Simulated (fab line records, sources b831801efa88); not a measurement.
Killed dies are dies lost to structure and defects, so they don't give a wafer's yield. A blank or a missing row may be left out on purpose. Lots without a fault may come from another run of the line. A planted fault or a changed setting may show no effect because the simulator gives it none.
Which tool did it? | flow gf180mcu | 12 lots, 36 wafers sampled, at 6 steps of a route of 602

WHAT THE GAUGES READ, wafer by wafer
GF_MVPSD_OVL_MEAS_07. Usual: MVPSD_OVL 0.8 nm, standard deviation 1.3.
lot  | measured     | on         | MVPSD_OVL (nm) | flag
L337 | day 5 00:56  | overlay-01 | 1.6 0.3 2.9    |
L339 | day 5 14:39  | overlay-01 | 2.8 2.9 4.1    |
L341 | day 6 00:17  | overlay-01 | 2.8 -0.1 1.1   |
L342 | day 6 07:08  | overlay-02 | 0.5 0.9 1.0    |
L343 | day 6 10:38  | overlay-01 | -0.3 0.2 -0.5  |
L345 | day 6 21:39  | overlay-02 | 2.3 3.6 2.7    |
L347 | day 7 10:44  | overlay-02 | 1.1 1.7 1.5    |
L349 | day 7 23:35  | overlay-02 | 0.9 0.8 0.3    |
L354 | day 9 05:34  | overlay-01 | 1.1 -0.5 0.3   |
L356 | day 10 02:32 | overlay-02 | 3.8 0.9 2.7    |
L357 | day 10 02:37 | overlay-01 | -0.5 -0.7 -0.2 |
L359 | day 10 13:09 | overlay-02 | -1.8 0.9 1.2   |

GF_HV_LDD_TW_MEAS_38. Usual: HV_LDD_3_TW 1449, standard deviation 7.3.
lot  | measured     | on            | HV_LDD_3_TW    | flag
L337 | day 11 14:18 | film_metro-01 | 1456 1456 1454 |
L339 | day 12 05:14 | film_metro-04 | 1439 1438 1443 |
L341 | day 12 17:50 | film_metro-04 | 1444 1442 1441 |
L342 | day 13 07:22 | film_metro-02 | 1445 1450 1449 |
L343 | day 13 09:09 | film_metro-01 | 1454 1456 1457 |
L345 | day 13 22:30 | film_metro-04 | 1444 1443 1443 |
L347 | day 14 16:05 | film_metro-01 | 1461 1465 1461 |
L349 | day 15 10:40 | film_metro-01 | 1343 1340 1340 | OFF
L354 | day 17 02:00 | film_metro-02 | 1351 1337 1338 | OFF
L356 | day 18 05:16 | film_metro-02 | 1447 1452 1448 |
L357 | day 18 06:52 | film_metro-01 | 1446 1453 1464 |
L359 | day 18 20:20 | film_metro-01 | 1456 1450 1458 |

GF_HV_LDD_RS_MEAS_53: measures by four-point-probe. Usual: HV_LDD_RS 418.4 ohm/sq, standard deviation 0.93.
lot  | measured     | on            | HV_LDD_RS (ohm/sq) | flag
L337 | day 12 10:10 | film_metro-01 | 418.6 418.9 418.1  |
L339 | day 13 01:29 | film_metro-01 | 418.3 418.9 419.9  |
L341 | day 13 14:02 | film_metro-04 | 418.1 418.9 417.4  |
L342 | day 14 04:55 | film_metro-02 | 419.9 419.1 418.6  |
L343 | day 14 05:28 | film_metro-02 | 419.4 418.5 418.0  |
L345 | day 14 19:41 | film_metro-01 | 419.2 419.1 418.1  |
L347 | day 15 13:47 | film_metro-04 | 418.7 417.7 416.9  |
L349 | day 16 08:57 | film_metro-02 | 435.7 434.9 435.1  | OFF
L354 | day 18 01:40 | film_metro-01 | 438.4 438.8 439.2  | OFF
L356 | day 19 06:10 | film_metro-01 | 418.4 417.7 418.4  |
L357 | day 19 07:34 | film_metro-04 | 418.6 418.2 418.7  |
L359 | day 19 20:50 | film_metro-02 | 418.8 418.2 418.1  |

GF_SAB_CD_MEAS_09: target cd 420 nm. Usual: cd_nm 420.7 nm, standard deviation 2.6.
lot  | measured     | on        | cd_nm (nm)        | flag
L337 | day 15 02:21 | cd_sem-02 | 416.7 417.8 417.8 |
L339 | day 15 19:16 | cd_sem-01 | 418.7 421.4 418.7 |
L341 | day 16 08:44 | cd_sem-01 | 421.8 424.3 423.7 |
L342 | day 17 03:14 | cd_sem-01 | 420.3 419.5 419.9 |
L343 | day 17 03:32 | cd_sem-02 | 418.7 416.0 418.8 |
L345 | day 17 18:32 | cd_sem-01 | 419.7 421.2 421.6 |
L347 | day 18 15:34 | cd_sem-01 | 417.3 417.5 416.9 |
L349 | day 19 10:54 | cd_sem-01 | 419.2 420.1 421.3 |
L354 | day 21 04:28 | cd_sem-02 | 420.4 421.6 418.6 |
L356 | day 22 09:48 | cd_sem-02 | 420.4 421.4 421.5 |
L357 | day 22 11:17 | cd_sem-02 | 429.3 427.6 429.1 | OFF
L359 | day 23 00:17 | cd_sem-01 | 422.7 425.3 422.8 |

WHICH TOOL RAN EACH LOT (tool, then ch and the chambers of the sampled wafers, then the start)
lot  | GF_HV_LDD_STRIP_10                   | GF_HV_LDD_IMPLANT_34
L337 | plasma_asher-04 ch 0,1, day 10 00:51 | implanter-01 ch 0, day 11 13:45
L339 | plasma_asher-03 ch 0,1, day 10 15:21 | implanter-02 ch 0, day 12 04:41
L341 | plasma_asher-01 ch 0,1, day 11 02:38 | implanter-02 ch 0, day 12 17:18
L342 | plasma_asher-04 ch 0,1, day 11 15:08 | implanter-01 ch 0, day 13 06:50
L343 | plasma_asher-03 ch 0,1, day 11 18:20 | implanter-02 ch 0, day 13 08:37
L345 | plasma_asher-01 ch 0,1, day 12 04:59 | implanter-04 ch 0, day 13 21:58
L347 | plasma_asher-04 ch 0,1, day 12 23:15 | implanter-04 ch 0, day 14 15:32
L349 | plasma_asher-01 ch 0,1, day 13 16:07 | implanter-02 ch 0, day 15 10:08
L354 | plasma_asher-03 ch 0,1, day 15 05:06 | implanter-02 ch 0, day 17 01:27
L356 | plasma_asher-01 ch 0,1, day 16 06:01 | implanter-01 ch 0, day 18 04:44
L357 | plasma_asher-03 ch 0,1, day 16 08:01 | implanter-04 ch 0, day 18 06:21
L359 | plasma_asher-01 ch 0, day 16 20:44   | implanter-04 ch 0, day 18 19:49
- GF_HV_LDD_STRIP_10: strips in O2/N2.
- GF_HV_LDD_IMPLANT_34

WHAT THE TOOLS THEMSELVES READ (means of the sampled wafers that have a number; where no wafer has one, the mark that the record gives instead)
GF_HV_LDD_STRIP_10. Usual: drypump_motor_current_A 5.9 A, standard deviation 0.36; heater_power_w 358 W, standard deviation 61; oes_product_au 0.716 a.u., standard deviation 0.0049; strip_time_to_endpoint_s 12.65 s, standard deviation 0.034.
lot  | tool            | drypump_motor_current_A (A) | heater_power_w (W) | oes_product_au (a.u.) | strip_time_to_endpoint_s (s) | flag
L337 | plasma_asher-04 | 6.1                         | 364                | 0.715                 | 12.60                        |
L339 | plasma_asher-03 | 5.4                         | 278                | 0.718                 | 12.69                        |
L341 | plasma_asher-01 | 5.9                         | 361                | 0.714                 | 12.69                        |
L342 | plasma_asher-04 | 6.0                         | 397                | 0.711                 | 12.63                        |
L343 | plasma_asher-03 | 5.4                         | 273                | 0.716                 | 12.65                        |
L345 | plasma_asher-01 | 6.1                         | 395                | 0.718                 | 12.64                        |
L347 | plasma_asher-04 | 5.9                         | 401                | 0.718                 | 12.66                        |
L349 | plasma_asher-01 | 5.9                         | 365                | 0.710                 | 12.64                        |
L354 | plasma_asher-03 | 5.4                         | 279                | 0.713                 | 12.69                        |
L356 | plasma_asher-01 | 6.0                         | 389                | 0.714                 | 12.61                        |
L357 | plasma_asher-03 | 5.7                         | 283                | 0.718                 | 12.61                        |
L359 | plasma_asher-01 | 6.2                         | 424                | 0.719                 | 12.64                        |

GF_HV_LDD_IMPLANT_34. Usual: beam_on_s 9.99 s, standard deviation 0.19; dose_ions_cm2 7.499e+12, standard deviation 7.8e+09; faraday_current_uA 42.4, standard deviation 0.81.
lot  | tool         | beam_on_s (s) | dose_ions_cm2 | faraday_current_uA | flag
L337 | implanter-01 | 10.06         | 7.499e+12     | 42.1               |
L339 | implanter-02 | 9.89          | 7.501e+12     | 43.0               |
L341 | implanter-02 | 9.99          | 7.498e+12     | 42.3               |
L342 | implanter-01 | 10.03         | 7.498e+12     | 42.3               |
L343 | implanter-02 | 9.98          | 7.518e+12     | 42.4               |
L345 | implanter-04 | 10.05         | 7.490e+12     | 42.1               |
L347 | implanter-04 | 10.15         | 7.504e+12     | 41.7               |
L349 | implanter-02 | 9.95          | 1.018e+12     | 5.7                | OFF
L354 | implanter-02 | 9.93          | 1.017e+12     | 5.8                | OFF
L356 | implanter-01 | 10.15         | 7.487e+12     | 41.7               |
L357 | implanter-04 | 10.03         | 7.495e+12     | 42.1               |
L359 | implanter-04 | 9.97          | 7.506e+12     | 42.3               |

THE ANSWER, worked out from the rows above alone
Rule: a lot is off if the mean of its wafers that have a number lies more than 3 standard deviations from the usual mean. A lot without any number at a reading at which 4 lots or more have one is off too. The other lots that the step has rows for count as sound. The gauges are gone through in route order, then the tools' own readings, and for those a lot's mean is taken as printed above. The first step at which some lot is off is used, and at that step the reading that is off furthest; a lot without a number counts as furthest.
Off: L349, L354, at GF_HV_LDD_TW_MEAS_38 (HV_LDD_3_TW).
A tool fits if, at a process step before that reading, it ran every lot that is off, and no sound lot after the first of them. The gauges at GF_HV_LDD_TW_MEAS_38 aren't tried: what is off there is off at GF_HV_LDD_IMPLANT_34 too, on other tools, and a gauge's error can't cause that. One fits: implanter-02 at GF_HV_LDD_IMPLANT_34. Its last sound lot is L343 (day 13 08:37), its first lot that is off L349 (day 15 10:08): a fault that began between those two fits.
The tool's own readings at GF_HV_LDD_IMPLANT_34 bear it out: on the lots that are off they differ by more than 5 times the standard deviation of the sound lots' means. dose_ions_cm2 reads 1.018e+12 there against 7.500e+12 on the sound lots; faraday_current_uA reads 5.8 there against 42.2 on the sound lots.

WHAT THE SIMULATOR HAD PUT IN
Process parameter drift: implanter-02, from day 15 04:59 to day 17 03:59, at GF_HV_LDD_IMPLANT_34. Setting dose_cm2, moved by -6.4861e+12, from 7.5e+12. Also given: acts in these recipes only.
Lots struck among those shown: L349, L354. The rule above found the same.
